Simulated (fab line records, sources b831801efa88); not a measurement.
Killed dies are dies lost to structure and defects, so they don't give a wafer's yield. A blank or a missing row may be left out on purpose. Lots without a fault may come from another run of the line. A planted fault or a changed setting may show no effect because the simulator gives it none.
fab line records | flow sky130 | part 1 of 2: steps 1 to 34 of 41
record lots=5 wafers=15 last_day=50
route steps=708 shown LDD_HVP@282 LDD_LDN@289 SPACER@304 POLY_CUT@307 SD_P@320
lots that met no fault: from a run of the same line without faults
start_h: hours from the record's first day to the start of the lot's first wafer shown | wait_h: hours since the lot's step before | " the same as in the row above | L1.1+2: a row that stands for several wafers | - no value, or no start given | * or withheld: withheld | < > ~ a bound
route shown NAME@n: a module of which the file shows steps, and the number in the route of the first | usual: mean/standard deviation of fault-free wafers | same: alike in all rows | chamber/n: place in a boat | sites: the reading at each site | _std_site: their standard deviation | _edge_site: outer sites' mean less inner sites' | radius_mm: how far each site lies from the wafer's centre | mask NAME#n: copy n | behind: the tool/chamber that last shaped the wafer | hold: why the lot was held/for how many hours/how that ended | device: the transistor (n, p or np) that didn't switch | end of line: the same wafers' tests at the end of the route | a step without rows: its recipe alone | killed: dies lost to structure and defects at the first sort, not the wafer's yield | map: a wafer's dies, x killed, . not, _ none there
set.NAME: the setting as run; set.NAME@STEP: as run at that earlier step | model.NAME: the simulator's own value behind a step, which no gauge read
lots at some steps of the route; a table a step, a row a wafer
services: from which hour (start_h, from the record's first day; less than 0 if before it) a tool's chamber was out of use, for how many hours, and why
## steps
# step SKY_LDD_HVP_EXPOSE_04
# recipe mask_id=HVPTM na=0.6 source_shape=conventional sigma_outer=0.6 polarization=unpolarized target_cd_nm=700 dose_mj=86
# columns lot.wafer tool chamber start_h wait_h mask
L080.1+3+4 iline_stepper-01 0 - - HVPTM#0
L081.1+3+5 iline_stepper-02 0 - - HVPTM#0
L084.1+3+6 iline_stepper-01 0 - - HVPTM#0
L089.1+3+6 iline_stepper-01 0 - - HVPTM#0
L095.1+3+4 iline_stepper-01 0 - - HVPTM#0
# step SKY_LDD_HVP_PEB_05
# recipe temp_c=withheld time_s=* resist=NOVOLAK
# columns lot.wafer tool chamber start_h wait_h
L080.1+3+4 litho_track-01 0 - -
L081.1+3+5 litho_track-03 0 - -
L084.1+3+6 litho_track-02 0 - -
L089.1+3+6 litho_track-01 0 - -
L095.1+3+4 litho_track-03 0 - -
# step SKY_LDD_HVP_DEVELOP_06
# recipe resist=NOVOLAK developer=TMAH develop_time_s=60 dev_temp_c=23
# columns lot.wafer tool chamber start_h wait_h
L080.1+3+4 litho_track-01 0 548.32 0.1
L081.1+3+5 litho_track-03 0 557.00 0.1
L084.1+3+6 litho_track-02 0 588.21 0.1
L089.1+3+6 litho_track-01 0 617.57 0.1
L095.1+3+4 litho_track-03 0 684.50 0.1
# step SKY_LDD_HVP_OVL_MEAS_07
# usual LDD_HVP_OVL=-0.6/1.4
# columns lot.wafer tool chamber start_h wait_h LDD_HVP_OVL[nm]
L080.1 overlay-01 - 548.47 0.1 -1.9
L080.3 " - " " -2.3
L080.4 " - " " -1.5
L081.1 overlay-02 - 557.15 0.1 -1.5
L081.3 " - " " -0.6
L081.5 " - " " 0.2
L084.1 overlay-01 - 588.36 0.1 -1.5
L084.3 " - " " 0.2
L084.6 " - " " -0.2
L089.1 overlay-02 - 617.72 0.1 -2.3
L089.3 " - " " -2.0
L089.6 " - " " -2.9
L095.1 overlay-02 - 684.65 0.1 -2.5
L095.3 " - " " -1.9
L095.4 " - " " 0.2
# step SKY_LDD_HVP_IMPLANT_08
# recipe species=B energy_kev=20 dose_cm2=1.7e+13 tilt_deg=17.9
# columns lot.wafer tool chamber start_h wait_h
L080.1+3+4 implanter-03 0 548.50 0.0
L081.1+3+5 implanter-02 0 557.19 0.0
L084.1+3+6 implanter-02 0 588.40 0.0
L089.1+3+6 implanter-03 0 617.75 0.0
L095.1+3+4 implanter-03 0 684.69 0.0
# step SKY_LDD_HVP_STRIP_09
# recipe chemistry=O2/N2 power_w=1400 pressure_mtorr=1500 platen_temp_c=withheld o2_flow_sccm=3000 n2_flow_sccm=300 overash_fraction=0.5
# usual chamber_pressure_mTorr=1500.0/1.3 drypump_motor_current_A=5.6/0.37 oes_product_au=0.409/0.0044 strip_time_to_endpoint_s=4.129/0.017
# same overash_fraction=0.5
# columns lot.wafer tool chamber start_h wait_h chamber_pressure_mTorr drypump_motor_current_A oes_product_au rf_hours_counter_h strip_time_to_endpoint_s
L080.1 plasma_asher-03 0 548.65 0.1 1501.9 6.1 0.401 41 4.133
L080.3 " 0 " " 1498.0 6.1 0.407 - 4.142
L080.4 " 1 " " 1502.3 5.1 0.404 - 4.148
L081.1 plasma_asher-02 0 557.34 0.1 1500.8 5.8 0.402 88 4.116
L081.3 " 1 " " 1498.4 5.8 0.412 - 4.109
L081.5 " 1 " " 1499.3 5.8 0.415 - 4.130
L084.1 plasma_asher-01 1 588.55 0.1 1501.0 5.0 0.407 15 4.130
L084.3 " 0 " " 1498.7 5.6 0.405 - 4.112
L084.6 " 0 " " 1500.0 5.6 0.413 - 4.150
L089.1 plasma_asher-02 0 617.90 0.1 1499.4 5.7 0.406 94 4.120
L089.3 " 1 " " 1499.4 5.8 0.411 - 4.117
L089.6 " 0 " " 1500.1 5.7 0.413 - 4.126
L095.1 plasma_asher-03 0 684.84 0.1 1499.2 6.1 0.408 54 4.135
L095.3 " 0 " " 1500.0 6.1 0.416 - 4.149
L095.4 " 1 " " 1502.5 5.1 0.404 - 4.158
# step SKY_LDD_HVP_TW_MEAS_10
# usual LDD_HVP_TW=450/3.1
# columns lot.wafer tool chamber start_h wait_h LDD_HVP_TW
L080.1 film_metro-02 - 548.75 0.1 454
L080.3 " - " " 455
L080.4 " - " " 455
L081.1 film_metro-01 - 557.44 0.1 447
L081.3 " - " " 450
L081.5 " - " " 449
L084.1 film_metro-01 - 588.65 0.1 449
L084.3 " - " " 449
L084.6 " - " " 451
L089.1 film_metro-04 - 618.00 0.1 449
L089.3 " - " " 450
L089.6 " - " " 451
L095.1 film_metro-04 - 684.94 0.1 448
L095.3 " - " " 447
L095.4 " - " " 446
# step SKY_LDD_LDN_DEHYDRATE_00
# recipe temp_c=200 time_s=60
# columns lot.wafer tool chamber start_h wait_h
L080.1+3+4 litho_track-02 0 563.01 14.2
L081.1+3+5 litho_track-02 0 571.51 14.1
L084.1+3+6 litho_track-04 0 602.51 13.9
L089.1+3+6 litho_track-04 0 631.16 13.1
L095.1+3+4 litho_track-02 0 697.46 12.5
# step SKY_LDD_LDN_HMDS_01
# recipe prime_time_s=60 prime_temp_c=120
# usual prime_temp_c=120.00/0.14
# columns lot.wafer tool chamber start_h wait_h prime_temp_c
L080.1 litho_track-02 0 563.16 0.1 120.06
L080.3 " 0 " " 120.16
L080.4 " 0 " " 120.14
L081.1 litho_track-02 0 571.66 0.1 119.88
L081.3 " 0 " " 119.91
L081.5 " 0 " " 120.02
L084.1 litho_track-04 0 602.66 0.1 120.09
L084.3 " 0 " " 120.24
L084.6 " 0 " " 120.03
L089.1 litho_track-04 0 631.31 0.1 120.32
L089.3 " 0 " " 119.98
L089.6 " 0 " " 120.15
L095.1 litho_track-02 0 697.61 0.1 120.08
L095.3 " 0 " " 119.93
L095.4 " 0 " " 119.83
# step SKY_LDD_LDN_COAT_02
# recipe resist=NOVOLAK spin_rpm=3000 resist_thk_nm=1140
# columns lot.wafer tool chamber start_h wait_h
L080.1+3+4 litho_track-02 0 563.31 0.1
L081.1+3+5 litho_track-02 0 571.81 0.1
L084.1+3+6 litho_track-04 0 602.81 0.1
L089.1+3+6 litho_track-04 0 631.46 0.1
L095.1+3+4 litho_track-02 0 697.76 0.1
# step SKY_LDD_LDN_SOFTBAKE_03
# recipe temp_c=90 time_s=60 resist=NOVOLAK
# columns lot.wafer tool chamber start_h wait_h
L080.1+3+4 litho_track-02 0 563.46 0.1
L081.1+3+5 litho_track-02 0 571.96 0.1
L084.1+3+6 litho_track-04 0 602.96 0.1
L089.1+3+6 litho_track-04 0 631.61 0.1
L095.1+3+4 litho_track-02 0 697.91 0.1
# step SKY_LDD_LDN_EXPOSE_04
# recipe mask_id=LDNTM na=0.6 source_shape=conventional sigma_outer=0.6 polarization=unpolarized target_cd_nm=700 dose_mj=140
# columns lot.wafer tool chamber start_h wait_h mask
L080.1+3+4 iline_stepper-02 0 - - LDNTM#0
L081.1+3+5 iline_stepper-01 0 - - LDNTM#0
L084.1+3+6 iline_stepper-01 0 - - LDNTM#0
L089.1+3+6 iline_stepper-02 0 - - LDNTM#0
L095.1+3+4 iline_stepper-01 0 - - LDNTM#0
# step SKY_LDD_LDN_PEB_05
# recipe temp_c=withheld time_s=* resist=NOVOLAK
# columns lot.wafer tool chamber start_h wait_h
L080.1+3+4 litho_track-02 0 - -
L081.1+3+5 litho_track-02 0 - -
L084.1+3+6 litho_track-04 0 - -
L089.1+3+6 litho_track-02 0 - -
L095.1+3+4 litho_track-04 0 - -
# step SKY_LDD_LDN_DEVELOP_06
# recipe resist=NOVOLAK developer=TMAH develop_time_s=60 dev_temp_c=23
# columns lot.wafer tool chamber start_h wait_h
L080.1+3+4 litho_track-02 0 578.16 0.1
L081.1+3+5 litho_track-02 0 586.96 0.1
L084.1+3+6 litho_track-04 0 618.21 0.1
L089.1+3+6 litho_track-02 0 646.56 0.1
L095.1+3+4 litho_track-04 0 711.11 0.1
# step SKY_LDD_LDN_OVL_MEAS_07
# usual LDD_LDN_OVL=-1.4/1.4
# columns lot.wafer tool chamber start_h wait_h LDD_LDN_OVL[nm]
L080.1 overlay-02 - 578.31 0.1 -0.2
L080.3 " - " " -0.5
L080.4 " - " " -1.0
L081.1 overlay-01 - 587.11 0.1 -1.6
L081.3 " - " " -4.8
L081.5 " - " " -2.1
L084.1 overlay-02 - 618.36 0.1 0.2
L084.3 " - " " -2.4
L084.6 " - " " -3.7
L089.1 overlay-02 - 646.71 0.1 -3.3
L089.3 " - " " -2.1
L089.6 " - " " -1.3
L095.1 overlay-02 - 711.26 0.1 -3.4
L095.3 " - " " -1.3
L095.4 " - " " -0.8
# step SKY_LDD_LDN_IMPLANT_08
# recipe species=As energy_kev=15 dose_cm2=1.25e+13 tilt_deg=withheld rotation_deg=23
# columns lot.wafer tool chamber start_h wait_h
L080.1+3+4 implanter-03 0 578.35 0.0
L081.1+3+5 implanter-03 0 587.15 0.0
L084.1+3+6 implanter-01 0 618.40 0.0
L089.1+3+6 implanter-02 0 646.75 0.0
L095.1+3+4 implanter-01 0 711.30 0.0
# step SKY_LDD_LDN_IMPLANT_09
# recipe species=As energy_kev=15 dose_cm2=1.25e+13 tilt_deg=withheld rotation_deg=113
# columns lot.wafer tool chamber start_h wait_h
L080.1+3+4 implanter-03 0 578.50 0.1
L081.1+3+5 implanter-03 0 587.30 0.1
L084.1+3+6 implanter-01 0 618.55 0.1
L089.1+3+6 implanter-02 0 646.90 0.1
L095.1+3+4 implanter-01 0 711.45 0.1
# step SKY_LDD_LDN_IMPLANT_10
# recipe species=As energy_kev=15 dose_cm2=1.25e+13 tilt_deg=withheld rotation_deg=203
# columns lot.wafer tool chamber start_h wait_h
L080.1+3+4 implanter-03 0 578.65 0.1
L081.1+3+5 implanter-03 0 587.45 0.1
L084.1+3+6 implanter-01 0 618.70 0.1
L089.1+3+6 implanter-02 0 647.05 0.1
L095.1+3+4 implanter-01 0 711.60 0.1
# step SKY_LDD_LDN_IMPLANT_11
# recipe species=As energy_kev=15 dose_cm2=1.25e+13 tilt_deg=withheld rotation_deg=293
# columns lot.wafer tool chamber start_h wait_h
L080.1+3+4 implanter-03 0 578.80 0.1
L081.1+3+5 implanter-03 0 587.60 0.1
L084.1+3+6 implanter-01 0 618.85 0.1
L089.1+3+6 implanter-02 0 647.20 0.1
L095.1+3+4 implanter-01 0 711.75 0.1
# step SKY_LDD_LDN_STRIP_12
# recipe chemistry=O2/N2 power_w=1400 pressure_mtorr=1500 platen_temp_c=withheld o2_flow_sccm=3000 n2_flow_sccm=300 overash_fraction=0.5
# usual chamber_pressure_mTorr=1499.9/1.2 drypump_motor_current_A=5.8/0.49 oes_product_au=0.716/0.0049 strip_time_to_endpoint_s=14.18/0.041
# same overash_fraction=0.5
# columns lot.wafer tool chamber start_h wait_h chamber_pressure_mTorr drypump_motor_current_A oes_product_au rf_hours_counter_h strip_time_to_endpoint_s
L080.1 plasma_asher-04 1 578.95 0.1 1500.8 5.4 0.708 75 14.16
L080.3 " 0 " " 1499.9 6.6 0.710 - 14.17
L080.4 " 1 " " 1499.0 5.4 0.715 - 14.19
L081.1 plasma_asher-04 0 587.75 0.1 1501.5 6.6 0.716 76 14.17
L081.3 " 0 " " 1500.1 6.6 0.716 - 14.14
L081.5 " 1 " " 1498.7 5.4 0.721 - 14.18
L084.1 plasma_asher-02 1 619.00 0.1 1500.5 5.8 0.718 94 14.21
L084.3 " 0 " " 1501.1 5.7 0.713 - 14.15
L084.6 " 1 " " 1502.0 5.8 0.718 - 14.14
L089.1 plasma_asher-01 0 647.35 0.1 1499.3 5.7 0.723 21 14.14
L089.3 " 1 " " 1500.0 4.9 0.719 - 14.19
L089.6 " 1 " " 1498.9 4.9 0.717 - 14.16
L095.1 plasma_asher-04 1 711.90 0.1 1500.4 5.4 0.713 88 14.17
L095.3 " 1 " " 1499.8 5.4 0.717 - 14.22
L095.4 " 0 " " 1499.1 6.6 0.723 - 14.21
# step SKY_LDD_LDN_TW_MEAS_13
# usual LDD_LDN_TW=1472/13
# columns lot.wafer tool chamber start_h wait_h LDD_LDN_TW
L080.1 film_metro-01 - 579.05 0.1 1447
L080.3 " - " " 1456
L080.4 " - " " 1460
L081.1 film_metro-03 - 587.85 0.1 1476
L081.3 " - " " 1482
L081.5 " - " " 1489
L084.1 film_metro-01 - 619.10 0.1 1468
L084.3 " - " " 1472
L084.6 " - " " 1458
L089.1 film_metro-03 - 647.45 0.1 1477
L089.3 " - " " 1485
L089.6 " - " " 1482
L095.1 film_metro-01 - 712.00 0.1 1472
L095.3 " - " " 1473
L095.4 " - " " 1482
# step SKY_LDD_LDN_CLEAN_14
# recipe chemistry=SC1/SC2 mix=1:4:20 temp_c=70 time_s=150 dry=n2_spin
# columns lot.wafer tool chamber start_h wait_h
L080.1+3+4 wet_bench-01 2 579.11 0.1
L081.1+3+5 wet_bench-03 3 587.91 0.1
L084.1+3+6 wet_bench-01 3 619.16 0.1
L089.1+3+6 wet_bench-03 1 647.51 0.1
L095.1+3+4 wet_bench-01 2 712.06 0.1
# step SKY_SPACER_CVD_00
# recipe material=Si3N4 precursor=DCS/NH3 target_thk_nm=43.1 temp_c=770 time_s=740 pressure_mtorr=250
# columns lot.wafer tool chamber start_h wait_h
L080.1+3+4 lpcvd-02 0 579.33 0.2
L081.1+3+5 lpcvd-02 0 587.96 0.0
L084.1+3+6 lpcvd-02 0 619.21 0.0
L089.1+3+6 lpcvd-02 0 647.56 0.0
L095.1+3+4 lpcvd-02 0 712.86 0.7
# step SKY_SPACER_THK_MEAS_01
# recipe reads=Si3N4_of_SPACER_CVD_00
# usual SPACER_CVD_00_THK=43.4/0.42
# columns lot.wafer tool chamber start_h wait_h SPACER_CVD_00_THK[nm]
L080.1 film_metro-04 - 580.54 0.0 42.8
L080.3 " - " " 43.4
L080.4 " - " " 43.3
L081.1 film_metro-04 - 589.16 0.0 44.0
L081.3 " - " " 44.2
L081.5 " - " " 44.1
L084.1 film_metro-04 - 620.42 0.0 43.7
L084.3 " - " " 43.8
L084.6 " - " " 43.8
L089.1 film_metro-04 - 648.76 0.0 42.9
L089.3 " - " " 42.9
L089.6 " - " " 42.4
L095.1 film_metro-02 - 714.06 0.0 43.1
L095.3 " - " " 43.3
L095.4 " - " " 43.2
# step SKY_SPACER_ETCHBACK_02
# recipe chemistry=CH3F/O2 target=Si3N4 stop_on=SiO2 source_w=400 bias_w=80 pressure_mtorr=25 ch3f_flow_sccm=40 O2_flow_sccm=30 time_s=46.7 target_depth_a=450
# usual bias_w=80.01/0.22 chamber_pressure_mTorr=25.001/0.023 drypump_motor_current_A=5.6/0.47 oes_product_au=0.858/0.0065 rf_fwd_power_W=396.3/1.5 throttle_valve_pct=10.563/0.0083
# columns lot.wafer tool chamber start_h wait_h bias_w chamber_pressure_mTorr drypump_motor_current_A oes_product_au rf_fwd_power_W rf_hours_counter_h throttle_valve_pct
L080.1 rie_diel-03 0 580.60 0.1 80.14 25.035 6.6 0.845 393.6 16 10.553
L080.3 " 1 " " 80.20 24.993 5.6 0.855 397.5 2 10.558
L080.4 " 2 " " 79.79 24.982 5.1 0.855 394.9 1 10.559
L081.1 rie_diel-03 2 589.22 0.1 80.25 24.995 5.1 0.856 393.6 1 10.555
L081.3 " 0 " " 79.85 25.011 6.6 0.870 395.3 16 10.560
L081.5 " 0 " " 80.31 24.999 6.6 0.861 395.0 - 10.560
L084.1 rie_diel-04 3 620.48 0.1 80.16 24.977 5.3 0.859 397.8 12 10.554
L084.3 " 0 " " 80.26 24.974 5.9 0.865 398.1 12 10.554
L084.6 " 2 " " 79.85 25.002 5.2 0.856 395.3 - 10.573
L089.1 rie_diel-03 1 648.82 0.1 80.14 25.005 5.5 0.854 396.6 4 10.566
L089.3 " 2 " " 79.75 25.003 5.1 0.861 396.0 3 10.567
L089.6 " 3 " " 80.19 25.019 5.5 0.844 396.6 - 10.575
L095.1 rie_diel-04 0 714.12 0.1 80.21 24.986 5.9 0.856 400.5 13 10.547
L095.3 " 3 " " 79.99 24.996 5.3 0.861 398.0 13 10.569
L095.4 " 1 " " 80.36 24.989 5.3 0.850 396.0 4 10.559
# step SKY_POLY_CUT_DEHYDRATE_00
# recipe temp_c=200 time_s=60
# columns lot.wafer tool chamber start_h wait_h
L080.1+3+4 litho_track-02 0 594.91 14.3
L081.1+3+5 litho_track-04 0 603.11 13.9
L084.1+3+6 litho_track-02 0 633.91 13.4
L089.1+3+6 litho_track-03 0 661.75 12.9
L095.1+3+4 litho_track-02 0 726.06 11.9
# step SKY_POLY_CUT_HMDS_01
# recipe prime_time_s=60 prime_temp_c=120
# usual prime_temp_c=120.03/0.12
# columns lot.wafer tool chamber start_h wait_h prime_temp_c
L080.1 litho_track-02 0 595.06 0.1 120.04
L080.3 " 0 " " 120.16
L080.4 " 0 " " 120.29
L081.1 litho_track-04 0 603.26 0.1 120.01
L081.3 " 0 " " 120.11
L081.5 " 0 " " 119.91
L084.1 litho_track-02 0 634.06 0.1 120.17
L084.3 " 0 " " 120.03
L084.6 " 0 " " 119.95
L089.1 litho_track-03 0 661.90 0.1 120.06
L089.3 " 0 " " 119.92
L089.6 " 0 " " 120.09
L095.1 litho_track-02 0 726.21 0.1 120.10
L095.3 " 0 " " 120.15
L095.4 " 0 " " 120.06
# step SKY_POLY_CUT_COAT_02
# recipe resist=BARC temp_c=withheld time_s=withheld spin_rpm=3000 resist_thk_nm=60
# columns lot.wafer tool chamber start_h wait_h
L080.1+3+4 litho_track-02 0 595.21 0.1
L081.1+3+5 litho_track-04 0 603.41 0.1
L084.1+3+6 litho_track-02 0 634.21 0.1
L089.1+3+6 litho_track-03 0 662.05 0.1
L095.1+3+4 litho_track-02 0 726.36 0.1
# step SKY_POLY_CUT_COAT_03
# recipe resist=KrF-thick spin_rpm=3000 resist_thk_nm=450
# columns lot.wafer tool chamber start_h wait_h
L080.1+3+4 litho_track-02 0 - -
L081.1+3+5 litho_track-04 0 - -
L084.1+3+6 litho_track-02 0 - -
L089.1+3+6 litho_track-03 0 - -
L095.1+3+4 litho_track-02 0 - -
# step SKY_POLY_CUT_SOFTBAKE_04
# recipe temp_c=100 time_s=90 resist=KrF-thick
# columns lot.wafer tool chamber start_h wait_h
L080.1+3+4 litho_track-02 0 - -
L081.1+3+5 litho_track-04 0 - -
L084.1+3+6 litho_track-02 0 - -
L089.1+3+6 litho_track-03 0 - -
L095.1+3+4 litho_track-02 0 - -
# step SKY_POLY_CUT_EXPOSE_05
# recipe mask_id=NPCM na=0.8 source_shape=annular sigma_inner=0.55 sigma_outer=0.85 target_cd_nm=270 dose_mj=32
# columns lot.wafer tool chamber start_h wait_h mask
L080.1+3+4 krf_scanner-01 0 - - NPCM#0
L081.1+3+5 krf_scanner-01 0 - - NPCM#0
L084.1+3+6 krf_scanner-02 0 - - NPCM#0
L089.1+3+6 krf_scanner-02 0 - - NPCM#0
L095.1+3+4 krf_scanner-01 0 - - NPCM#0
# step SKY_POLY_CUT_PEB_06
# recipe peb_temp_c=withheld peb_time_s=withheld resist=KrF-thick
# columns lot.wafer tool chamber start_h wait_h
L080.1+3+4 litho_track-03 0 - -
L081.1+3+5 litho_track-03 0 - -
L084.1+3+6 litho_track-04 0 - -
L089.1+3+6 litho_track-02 0 - -
L095.1+3+4 litho_track-03 0 - -
# step SKY_POLY_CUT_DEVELOP_07
# recipe develop_time_s=60 resist=KrF-thick dev_temp_c=21
# columns lot.wafer tool chamber start_h wait_h
L080.1+3+4 litho_track-03 0 - -
L081.1+3+5 litho_track-03 0 - -
L084.1+3+6 litho_track-04 0 - -
L089.1+3+6 litho_track-02 0 - -
L095.1+3+4 litho_track-03 0 - -
# step SKY_POLY_CUT_CD_MEAS_08
# recipe target_cd_nm=270
# usual cd_nm=269.4/1.3
# columns lot.wafer tool chamber start_h wait_h cd_nm
L080.1 cd_sem-02 - 610.00 - 267.5
L080.3 " - " " 266.7
L080.4 " - " " 267.3
L081.1 cd_sem-01 - 618.85 - 268.4
L081.3 " - " " 270.4
L081.5 " - " " 271.3
L084.1 cd_sem-01 - 648.96 - 268.7
L084.3 " - " " 268.7
L084.6 " - " " 269.4
L089.1 cd_sem-01 - 677.66 - 268.9
L089.3 " - " " 270.2
L089.6 " - " " 271.0
L095.1 cd_sem-01 - 740.05 - 269.4
L095.3 " - " " 270.7
L095.4 " - " " 270.1
